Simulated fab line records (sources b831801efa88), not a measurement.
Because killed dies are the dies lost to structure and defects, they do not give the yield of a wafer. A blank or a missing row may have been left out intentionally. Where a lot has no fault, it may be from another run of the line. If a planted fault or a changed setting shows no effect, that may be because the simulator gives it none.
Matching of chambers    flow sky130    cmp-01 running SKY_CONTACT_CMP_27: 4 sister chambers
The step polishes, stops on SiO2, t overpolish 15 s, target thk 0 nm. 8 wafers are shown with their chamber, then 7 later ones without.

WAFERS, EACH WITH ITS CHAMBER
wafer   chamber  motorCurrentA (A)  timeToEndpointS (s)
L703.1  3        11.2               83.2
L705.2  3        10.9               79.5
L706.1  0        12.3               89.4
L706.3  1        10.0               83.7
L706.4  2        14.3               85.7
L710.1  2        14.0               83.7
L710.3  0        12.0               86.3
L710.6  1        10.1               80.3

WAFERS MISSING THEIR CHAMBER
wafer   motorCurrentA (A)  timeToEndpointS (s)
L713.3  12.1               82.9
L722.2  10.1               79.0
L722.3  12.8               87.9
L722.4  10.1               82.6
L724.2  10.5               78.5
L724.3  12.0               82.4
L724.6  13.5               85.6

WHICH CHAMBER EACH WENT THROUGH
wafer    from the rows above       in truth
L713.3   0                         0
L722.2   1                         1
L722.3   0                         0
L722.4   1                         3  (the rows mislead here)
L724.2   can't be placed: 1 or 3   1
L724.3   0                         0
L724.6   2                         2
Placed correctly: 5 of 7. Unplaceable from these rows: 1, with the true chamber sitting among the candidates in 1. Wrongly placed: 1.
How it was worked out, from the rows above alone: a wafer's distance from a chamber is the root of the sum, over the readings, of the square of ((its reading less the chamber's mean) divided by the reading's scatter). If the next closest chamber is less than 2 further off than the closest, the wafer can't be placed; otherwise it belongs to the closest. For every chamber, the mean is computed from those of its wafers that are shown. The scatter: the root of (the sum of the squares of (reading less its chamber's mean) over the shown wafers, divided by (wafers less chambers)).
